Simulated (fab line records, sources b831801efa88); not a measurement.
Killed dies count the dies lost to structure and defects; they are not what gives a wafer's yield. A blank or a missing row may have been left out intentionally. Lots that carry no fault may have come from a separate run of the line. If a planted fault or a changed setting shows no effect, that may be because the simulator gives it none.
fab line records	flow sky130
record: lots: 7	wafers: 21	lastDay: 50
route steps=708 shown LDD_N@252 LDD_P@255 LDD_HVN@267 PAD_OPEN@708
lots with no fault: from the same line, run without faults
startH: hours from the record's opening day to when the first of the lot's shown wafers began	waitH: hours since the lot's step before	" the same as in the row above	L1.1+2: several wafers, shown together as one row	- no value, or no start given	* or withheld: withheld	< > ~ a bound
route shown NAME@n: a module of which the file shows steps, and the number in the route of the first	usual: mean/standard deviation of fault-free wafers	same: alike in all rows	chamber/n: place in a boat	sites: per-site readings	_std_site: standard deviation across them	_edge_site: the outer-site mean with the inner-site mean subtracted	radiusMm: how far each site lies from the wafer's centre	mask NAME#n: copy n	behind: the last tool/chamber to shape the wafer	hold: why the lot was held/for how many hours/how that ended	device: names the non-switching transistor (n, p or np)	end of line: the route-end tests of the same wafers	a step with no rows: only its recipe	killed: dies that structure and defects cost at the first sort, which is not the same as the wafer's yield	map: shows each die of a wafer: x if killed, . if not, _ if none is there
set.NAME: the run value of the setting; set.NAME@STEP: its run value at that earlier step	model.NAME: the simulator's own value behind a step, which no gauge read
lots seen at some steps along the route; tables by step, rows by wafer
services: when a tool's chamber went out of use (startH, in hours from the record's first day, below 0 if earlier), for how many hours, and the reason
== steps ==
step: SKY_LDD_N_IMPLANT_15
recipe: species: BF2	energyKev: 50	doseCm2: 5e+12	tiltDeg: 30	rotationDeg: 270
step: SKY_LDD_N_STRIP_16
recipe: chemistry: O2/N2	powerW: 1400	pressureMtorr: 1500	platenTempC: withheld	o2FlowSccm: 3000	n2FlowSccm: 300	overashFraction: 0.5
usual: drypumpMotorCurrentA: 5.6/0.52	oesProductAu: 0.407/0.0049	stripTimeToEndpointS: 4.317/0.013
lot.wafer	tool	chamber	startH	waitH	drypumpMotorCurrentA	oesProductAu	rfHoursCounterH	stripTimeToEndpointS
L856.2	plasmaAsher-04	1	476.26	0.1	5.0	0.417	35	4.345
L856.4	"	0	"	"	6.2	0.403	-	4.337
L856.6	"	0	"	"	6.2	0.402	-	4.342
L857.3	plasmaAsher-01	0	496.41	0.1	5.3	0.410	-	4.318
L857.5	"	0	"	"	5.3	0.409	-	4.312
L857.6	"	1	"	"	5.9	0.409	-	4.320
L860.1	plasmaAsher-04	0	502.87	0.1	6.2	0.414	38	4.314
L860.4	"	0	"	"	6.2	0.408	-	4.296
L860.5	"	1	"	"	5.0	0.408	-	4.301
L861.4	plasmaAsher-03	0	508.73	0.1	4.8	0.412	-	4.327
L861.5	"	0	"	"	4.9	0.410	-	4.315
L861.6	"	1	"	"	6.1	0.408	-	4.336
L862.2	plasmaAsher-01	0	521.36	0.1	5.4	0.408	83	4.339
L862.4	"	0	"	"	5.3	0.408	-	4.314
L862.6	"	0	"	"	5.3	0.410	-	4.327
L870.4	plasmaAsher-03	1	578.14	0.1	6.1	0.412	-	4.322
L870.5	"	1	"	"	6.1	0.403	-	4.290
L870.6	"	0	"	"	4.8	0.399	-	4.322
L873.1	plasmaAsher-04	0	601.15	0.1	6.2	0.408	46	4.316
L873.2	"	1	"	"	5.0	0.409	46	4.315
L873.5	"	1	"	"	5.0	0.412	-	4.316
step: SKY_LDD_N_TW_MEAS_17
usual: LDD_N_TW: 2574/17
lot.wafer	tool	chamber	startH	waitH	LDD_N_TW
L856.2	filmMetro-01	-	476.37	0.1	2569
L856.4	"	-	"	"	2566
L856.6	"	-	"	"	2581
L857.3	filmMetro-01	-	496.49	0.1	2553
L857.5	"	-	"	"	2579
L857.6	"	-	"	"	2573
L860.1	filmMetro-04	-	502.97	0.1	2600
L860.4	"	-	"	"	2595
L860.5	"	-	"	"	2599
L861.4	filmMetro-01	-	508.83	0.1	2578
L861.5	"	-	"	"	2575
L861.6	"	-	"	"	2564
L862.2	filmMetro-03	-	521.47	0.1	2566
L862.4	"	-	"	"	2560
L862.6	"	-	"	"	2562
L870.4	filmMetro-01	-	578.24	0.1	2569
L870.5	"	-	"	"	2568
L870.6	"	-	"	"	2560
L873.1	filmMetro-03	-	601.25	0.1	2566
L873.2	"	-	"	"	2584
L873.5	"	-	"	"	2570
step: SKY_LDD_P_DEHYDRATE_00
recipe: tempC: 200	timeS: 60
step: SKY_LDD_P_HMDS_01
recipe: primeTimeS: 60	primeTempC: 120
step: SKY_LDD_P_COAT_02
recipe: resist: NOVOLAK	spinRpm: 3000	resistThkNm: 1140
step: SKY_LDD_P_SOFTBAKE_03
recipe: tempC: 90	timeS: 60	resist: NOVOLAK
step: SKY_LDD_P_EXPOSE_04
recipe: maskId: PSDM	na: 0.6	sourceShape: conventional	sigmaOuter: 0.6	polarization: unpolarized	targetCdNm: 380	doseMj: 138
step: SKY_LDD_P_PEB_05
recipe: tempC: withheld	timeS: *	resist: NOVOLAK
step: SKY_LDD_P_DEVELOP_06
recipe: resist: NOVOLAK	developer: TMAH	developTimeS: 60	devTempC: 23
step: SKY_LDD_P_CD_MEAS_07
recipe: targetCdNm: 380
usual: cdNm: 378.9/2.7
lot.wafer	tool	chamber	startH	waitH	cdNm
L856.2	cdSem-02	-	507.18	0.1	376.2
L856.4	"	-	"	"	376.1
L856.6	"	-	"	"	378.3
L857.3	cdSem-01	-	526.55	0.1	382.4
L857.5	"	-	"	"	381.9
L857.6	"	-	"	"	381.2
L860.1	cdSem-02	-	532.36	0.1	384.1
L860.4	"	-	"	"	381.1
L860.5	"	-	"	"	379.1
L861.4	cdSem-01	-	539.02	0.1	369.8
L861.5	"	-	"	"	370.3
L861.6	"	-	"	"	372.5
L862.2	cdSem-01	-	550.89	0.1	383.9
L862.4	"	-	"	"	382.2
L862.6	"	-	"	"	380.6
L870.4	cdSem-01	-	606.75	0.1	379.9
L870.5	"	-	"	"	379.2
L870.6	"	-	"	"	377.8
L873.1	cdSem-02	-	630.17	0.1	380.7
L873.2	"	-	"	"	379.1
L873.5	"	-	"	"	380.7
step: SKY_LDD_P_OVL_MEAS_08
usual: LDD_P_OVL: -0.3/1.3
lot.wafer	tool	chamber	startH	waitH	LDD_P_OVL[nm]
L856.2	overlay-01	-	507.29	0.1	-0.5
L856.4	"	-	"	"	-3.2
L856.6	"	-	"	"	-0.4
L857.3	overlay-02	-	526.64	0.1	-1.1
L857.5	"	-	"	"	0.7
L857.6	"	-	"	"	1.0
L860.1	overlay-01	-	532.48	0.1	0.8
L860.4	"	-	"	"	3.0
L860.5	"	-	"	"	1.4
L861.4	overlay-02	-	539.10	0.1	0.2
L861.5	"	-	"	"	-2.3
L861.6	"	-	"	"	-1.3
L862.2	overlay-01	-	551.00	0.1	-0.9
L862.4	"	-	"	"	-0.1
L862.6	"	-	"	"	0.8
L870.4	overlay-02	-	606.83	0.1	0.5
L870.5	"	-	"	"	-0.1
L870.6	"	-	"	"	-0.9
L873.1	overlay-02	-	630.29	0.1	0.3
L873.2	"	-	"	"	0.1
L873.5	"	-	"	"	-0.9
step: SKY_LDD_P_IMPLANT_09
recipe: species: BF2	energyKev: 25	doseCm2: 1e+13	tiltDeg: withheld
usual: doseIonsCm2: 9.999e+12/9.3e+09	faradayCurrentUA: 56.6/1.1
lot.wafer	tool	chamber	startH	waitH	doseIonsCm2	faradayCurrentUA
L856.2	implanter-04	0	507.34	0.0	1.0007e+13	58.0
L856.4	"	0	"	"	1.0006e+13	55.8
L856.6	"	0	"	"	1.0001e+13	56.5
L857.3	implanter-03	0	526.72	0.1	1.073e+13	61.9
L857.5	"	0	"	"	1.0729e+13	59.9
L857.6	"	0	"	"	1.0714e+13	59.2
L860.1	implanter-03	0	532.52	0.0	1.0726e+13	59.7
L860.4	"	0	"	"	1.0727e+13	61.2
L860.5	"	0	"	"	1.0729e+13	60.9
L861.4	implanter-03	0	539.19	0.1	1.0726e+13	60.0
L861.5	"	0	"	"	1.0728e+13	61.0
L861.6	"	0	"	"	1.0723e+13	59.2
L862.2	implanter-04	0	551.06	0.0	1.0007e+13	57.0
L862.4	"	0	"	"	9.997e+12	56.1
L862.6	"	0	"	"	9.999e+12	58.2
L870.4	implanter-02	0	606.92	0.1	1e+13	54.8
L870.5	"	0	"	"	9.993e+12	55.5
L870.6	"	0	"	"	1e+13	56.4
L873.1	implanter-03	0	630.33	0.0	1.0013e+13	55.5
L873.2	"	0	"	"	9.996e+12	56.1
L873.5	"	0	"	"	9.998e+12	56.6
step: SKY_LDD_P_STRIP_10
recipe: chemistry: O2/N2	powerW: 1400	pressureMtorr: 1500	platenTempC: withheld	o2FlowSccm: 3000	n2FlowSccm: 300	overashFraction: 0.5
usual: drypumpMotorCurrentA: 5.7/0.35	oesProductAu: 0.715/0.0048	stripTimeToEndpointS: 14.20/0.034
lot.wafer	tool	chamber	startH	waitH	drypumpMotorCurrentA	oesProductAu	rfHoursCounterH	stripTimeToEndpointS
L856.2	plasmaAsher-02	0	507.47	0.1	5.8	0.718	7	14.22
L856.4	"	1	"	"	5.9	0.715	-	14.21
L856.6	"	0	"	"	5.8	0.713	-	14.24
L857.3	plasmaAsher-02	0	526.85	0.1	5.8	0.712	-	14.20
L857.5	"	0	"	"	5.8	0.728	-	14.19
L857.6	"	1	"	"	5.9	0.718	-	14.16
L860.1	plasmaAsher-04	0	532.67	0.1	6.2	0.711	41	14.19
L860.4	"	0	"	"	6.2	0.719	-	14.19
L860.5	"	1	"	"	5.0	0.710	-	14.17
L861.4	plasmaAsher-01	0	539.30	0.1	5.3	0.717	-	14.19
L861.5	"	1	"	"	6.0	0.715	-	14.24
L861.6	"	0	"	"	5.3	0.710	-	14.19
L862.2	plasmaAsher-01	0	551.18	0.1	5.3	0.710	86	14.21
L862.4	"	1	"	"	6.0	0.719	-	14.29
L862.6	"	0	"	"	5.3	0.719	-	14.24
L870.4	plasmaAsher-01	1	607.03	0.1	6.0	0.714	-	14.14
L870.5	"	0	"	"	5.3	0.716	-	14.16
L870.6	"	1	"	"	6.0	0.713	-	14.17
L873.1	plasmaAsher-01	1	630.48	0.1	6.0	0.724	95	14.22
L873.2	"	0	"	"	5.3	0.709	95	14.17
L873.5	"	1	"	"	5.9	0.713	-	14.17
step: SKY_LDD_P_TW_MEAS_11
usual: LDD_P_TW: 631/3.6
lot.wafer	tool	chamber	startH	waitH	LDD_P_TW
L856.2	filmMetro-02	-	507.58	0.1	636
L856.4	"	-	"	"	631
L856.6	"	-	"	"	632
L857.3	filmMetro-02	-	526.94	0.1	648
L857.5	"	-	"	"	646
L857.6	"	-	"	"	645
L860.1	filmMetro-02	-	532.77	0.1	643
L860.4	"	-	"	"	645
L860.5	"	-	"	"	641
L861.4	filmMetro-02	-	539.40	0.1	646
L861.5	"	-	"	"	646
L861.6	"	-	"	"	650
L862.2	filmMetro-03	-	551.29	0.1	631
L862.4	"	-	"	"	630
L862.6	"	-	"	"	629
L870.4	filmMetro-03	-	607.13	0.1	629
L870.5	"	-	"	"	632
L870.6	"	-	"	"	631
L873.1	filmMetro-02	-	630.59	0.1	630
L873.2	"	-	"	"	633
L873.5	"	-	"	"	631
step: SKY_LDD_HVN_DEHYDRATE_00
recipe: tempC: 200	timeS: 60
step: SKY_PAD_OPEN_PROBE_99
usual: killed_at_M0_to_M3: 44/6	killed_at_M4_up: 3.3/2.1	killedAtContacts: 25/5.5	killedAtFrontEnd: 15/4.3	killedAtOther: 0.2/0.41	killedDies: 88/9.1	killedOpen: 48/6.6	killedShort: 39/6.7
same: grossDies: 492	killedAtBackSide: 0
lot.wafer	tool	chamber	startH	waitH	killed_at_M0_to_M3	killed_at_M4_up	killedAtContacts	killedAtFrontEnd	killedAtOther	killedDies	killedOpen	killedShort	model.etest.tipP.rsOhmSq
L856.2	prober-01	-	1128.27	0.1	45	3	25	22	0	95	55	39	6879
L856.4	prober-01	-	1128.37	0.2	38	8	18	20	0	84	43	41	6944
L856.6	prober-01	-	1128.47	0.2	38	5	32	13	0	88	52	36	6825
L857.3	prober-01	-	1135.98	0.2	36	0	21	10	0	67	35	32	6416
L857.5	prober-01	-	1136.08	0.2	48	4	19	18	0	89	45	43	6383
L857.6	prober-01	-	1136.13	0.2	51	3	20	8	0	82	40	42	6425
L860.1	prober-02	-	1137.50	0.1	50	4	31	15	0	100	46	54	6522
L860.4	prober-02	-	1137.65	0.2	34	3	22	19	1	79	43	35	6549
L860.5	prober-02	-	1137.70	0.2	43	1	32	14	0	90	49	41	6559
L861.4	prober-01	-	1140.86	0.2	52	4	21	23	0	100	52	48	6369
L861.5	prober-01	-	1140.91	0.2	48	3	25	14	0	90	52	38	6389
L861.6	prober-01	-	1140.96	0.2	46	4	20	15	0	85	50	35	6366
L862.2	prober-02	-	1153.37	0.1	52	1	25	12	0	90	51	39	6900
L862.4	prober-02	-	1153.47	0.2	43	4	17	17	0	81	47	34	6864
L862.6	prober-02	-	1153.57	0.2	52	3	24	21	0	100	63	37	6897
L870.4	prober-02	-	1187.96	0.2	37	3	22	15	0	77	40	37	6783
L870.5	prober-02	-	1188.01	0.2	54	1	38	14	0	107	69	38	6809
L870.6	prober-02	-	1188.06	0.2	35	1	19	18	0	73	41	32	6812
L873.1	prober-01	-	1195.91	0.1	52	2	28	18	0	100	67	33	6950
L873.2	prober-01	-	1195.96	0.1	46	4	29	15	0	94	53	41	6924
L873.5	prober-01	-	1196.11	0.2	41	5	29	23	0	98	46	52	6891
killed by level:class
L856.2 CONTACT:geometricParticle:open=11 VIA1:geometricParticle:open=11 METAL1:geometricParticle:short=7 VIA2:geometricParticle:open=7 POLY_GATE:geometricParticle:open=6 LI_CONTACT:geometricParticle:open=6 VIA3:geometricParticle:open=6 POLY_GATE:geometricParticle:short=5
L856.4 VIA1:geometricParticle:open=9 METAL2:geometricParticle:short=8 LI_CONTACT:geometricParticle:open=7 VIA2:geometricParticle:open=7 FIELD_ISO:geometricParticle:short=6 CONTACT:geometricParticle:open=6 FIELD_ISO:geometricParticle:open=5 LOCAL_INTERCONNECT:geometricParticle:short=5
L856.6 LI_CONTACT:geometricParticle:open=12 CONTACT:geometricParticle:open=11 VIA1:geometricParticle:open=9 VIA2:geometricParticle:open=7 VIA3:geometricParticle:open=6 LI_CONTACT:geometricParticle:short=5 FIELD_ISO:geometricParticle:short=4 METAL4:geometricParticle:short=4
L857.3 VIA1:geometricParticle:open=13 CONTACT:geometricParticle:short=9 VIA3:geometricParticle:short=6 CONTACT:geometricParticle:open=5 METAL2:geometricParticle:short=5 FIELD_ISO:geometricParticle:open=4 LI_CONTACT:geometricParticle:open=4 FIELD_ISO:geometricParticle:short=3
L857.5 VIA1:geometricParticle:open=12 VIA1:geometricParticle:short=8 VIA3:geometricParticle:open=7 POLY_GATE:geometricParticle:short=6 CONTACT:geometricParticle:open=6 LI_CONTACT:geometricParticle:open=6 METAL1:geometricParticle:short=6 FIELD_ISO:geometricParticle:short=5
L857.6 METAL1:geometricParticle:short=12 VIA2:geometricParticle:open=9 CONTACT:geometricParticle:short=8 CONTACT:geometricParticle:open=7 VIA1:geometricParticle:open=7 FIELD_ISO:geometricParticle:open=4 VIA2:geometricParticle:short=4 VIA3:geometricParticle:open=4
L860.1 CONTACT:geometricParticle:open=14 VIA1:geometricParticle:short=10 VIA1:geometricParticle:open=9 LI_CONTACT:geometricParticle:short=8 VIA3:geometricParticle:short=6 METAL2:geometricParticle:short=6 VIA3:geometricParticle:open=6 LI_CONTACT:geometricParticle:open=5
L860.4 VIA1:geometricParticle:open=12 CONTACT:geometricParticle:open=9 VIA1:geometricParticle:short=6 CONTACT:geometricParticle:short=5 VIA2:geometricParticle:short=4 POLY_GATE:geometricParticle:short=4 POLY_GATE:geometricParticle:open=4 LI_CONTACT:geometricParticle:open=4
L860.5 LI_CONTACT:geometricParticle:open=12 VIA1:geometricParticle:open=9 CONTACT:geometricParticle:short=6 CONTACT:geometricParticle:open=6 METAL1:geometricParticle:short=6 VIA3:geometricParticle:open=6 LI_CONTACT:geometricParticle:short=5 VIA1:geometricParticle:short=5
L861.4 VIA2:geometricParticle:open=12 FIELD_ISO:geometricParticle:short=9 CONTACT:geometricParticle:open=9 VIA2:geometricParticle:short=8 VIA3:geometricParticle:open=8 METAL1:geometricParticle:short=7 VIA1:geometricParticle:open=6 LI_CONTACT:geometricParticle:open=5
L861.5 CONTACT:geometricParticle:open=15 VIA3:geometricParticle:open=10 VIA1:geometricParticle:open=9 VIA2:geometricParticle:open=9 VIA1:geometricParticle:short=6 FIELD_ISO:geometricParticle:short=5 LI_CONTACT:geometricParticle:open=5 POLY_GATE:geometricParticle:short=4
L861.6 VIA1:geometricParticle:open=14 LI_CONTACT:geometricParticle:open=8 CONTACT:geometricParticle:open=8 METAL1:geometricParticle:short=8 VIA3:geometricParticle:open=6 POLY_GATE:geometricParticle:short=5 METAL3:geometricParticle:short=5 FIELD_ISO:geometricParticle:short=4
L862.2 VIA1:geometricParticle:open=10 VIA3:geometricParticle:open=9 METAL1:geometricParticle:short=9 VIA1:geometricParticle:short=8 VIA2:geometricParticle:open=8 CONTACT:geometricParticle:open=7 LI_CONTACT:geometricParticle:open=6 CONTACT:geometricParticle:short=5
L862.4 VIA1:geometricParticle:open=12 VIA3:geometricParticle:open=8 METAL1:geometricParticle:short=7 FIELD_ISO:geometricParticle:open=5 METAL2:geometricParticle:short=5 POLY_GATE:geometricParticle:open=5 LI_CONTACT:geometricParticle:open=5 CONTACT:geometricParticle:short=5
L862.6 VIA1:geometricParticle:open=15 LI_CONTACT:geometricParticle:open=9 POLY_GATE:geometricParticle:open=8 VIA2:geometricParticle:open=8 VIA3:geometricParticle:open=8 CONTACT:geometricParticle:open=7 VIA1:geometricParticle:short=5 VIA3:geometricParticle:short=5
L870.4 VIA1:geometricParticle:open=12 CONTACT:geometricParticle:open=8 FIELD_ISO:geometricParticle:open=5 LOCAL_INTERCONNECT:geometricParticle:short=5 VIA1:geometricParticle:short=5 FIELD_ISO:geometricParticle:short=4 LI_CONTACT:geometricParticle:open=4 METAL2:geometricParticle:short=4
L870.5 LI_CONTACT:geometricParticle:open=14 CONTACT:geometricParticle:open=13 VIA2:geometricParticle:open=12 VIA1:geometricParticle:open=10 METAL2:geometricParticle:short=7 VIA3:geometricParticle:open=7 FIELD_ISO:geometricParticle:open=6 VIA2:geometricParticle:short=6
L870.6 VIA1:geometricParticle:open=12 VIA2:geometricParticle:open=7 POLY_GATE:geometricParticle:short=6 CONTACT:geometricParticle:open=6 LI_CONTACT:geometricParticle:open=5 CONTACT:geometricParticle:short=5 FIELD_ISO:geometricParticle:open=4 FIELD_ISO:geometricParticle:short=4
L873.1 VIA1:geometricParticle:open=22 LI_CONTACT:geometricParticle:open=13 CONTACT:geometricParticle:open=9 FIELD_ISO:geometricParticle:open=7 VIA2:geometricParticle:open=6 VIA1:geometricParticle:short=5 VIA3:geometricParticle:open=5 FIELD_ISO:geometricParticle:short=4
L873.2 LI_CONTACT:geometricParticle:open=11 VIA1:geometricParticle:open=10 FIELD_ISO:geometricParticle:open=6 CONTACT:geometricParticle:open=6 VIA1:geometricParticle:short=6 METAL2:geometricParticle:short=5 VIA2:geometricParticle:open=5 FIELD_ISO:geometricParticle:short=4
L873.5 CONTACT:geometricParticle:open=12 VIA1:geometricParticle:open=9 METAL1:geometricParticle:short=8 FIELD_ISO:geometricParticle:open=6 CONTACT:geometricParticle:short=6 VIA1:geometricParticle:short=6 POLY_GATE:geometricParticle:open=5 POLY_GATE:geometricParticle:short=5
== services ==
tool	chamber	startH	hours	kind
implanter-02	-	461.70	1.5	pm
plasmaAsher-04	-	505.68	3.7	repair
plasmaAsher-04	-	535.30	12.7	repair
implanter-03	-	550.34	4.4	pm
implanter-02	-	568.68	1.0	repair
implanter-04	-	592.75	2.4	repair
implanter-02	-	623.79	3.9	repair
plasmaAsher-03	-	624.63	2.8	pm
plasmaAsher-02	-	625.56	10.3	pm
== key ==
firstSign: step: SKY_LDD_P_IMPLANT_09	reading: doseIonsCm2	direction: up	sigmas: 78	usual: *	struck: *
effect: step: SKY_LDD_P_IMPLANT_09	reading: faradayCurrentUA	direction: up	sigmas: 3.5	usual: 56.6	struck: 60.3
effect: step: SKY_LDD_P_TW_MEAS_11	reading: LDD_P_TW	direction: up	sigmas: 4.1	usual: 631	struck: 646
modelEffect: step: SKY_PAD_OPEN_PROBE_99	value: etest.tipP.rsOhmSq	without: 6829	struck: 6442
metAt SKY_LDD_P_IMPLANT_09
struckWafers L857.3,L857.5,L857.6,L860.1,L860.4,L860.5,L861.4,L861.5,L861.6
testerLeftOut L857,L860,L861
fault: kind: processParameterDrift	tool: implanter-03	chamber: -	onsetH: 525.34	steps: SKY_LDD_P_IMPLANT_09	channel: doseCm2	offset: *	shape: step	endH: 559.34	actsIn: *	stated: *
testerLeftOut: of these lots the tester's yield and bins aren't shown, on N5 and GAA mostly nor the transistor test; their killed dies are dies lost to structure and defects alone, not to doping, threshold or leakage, so they don't give the yield
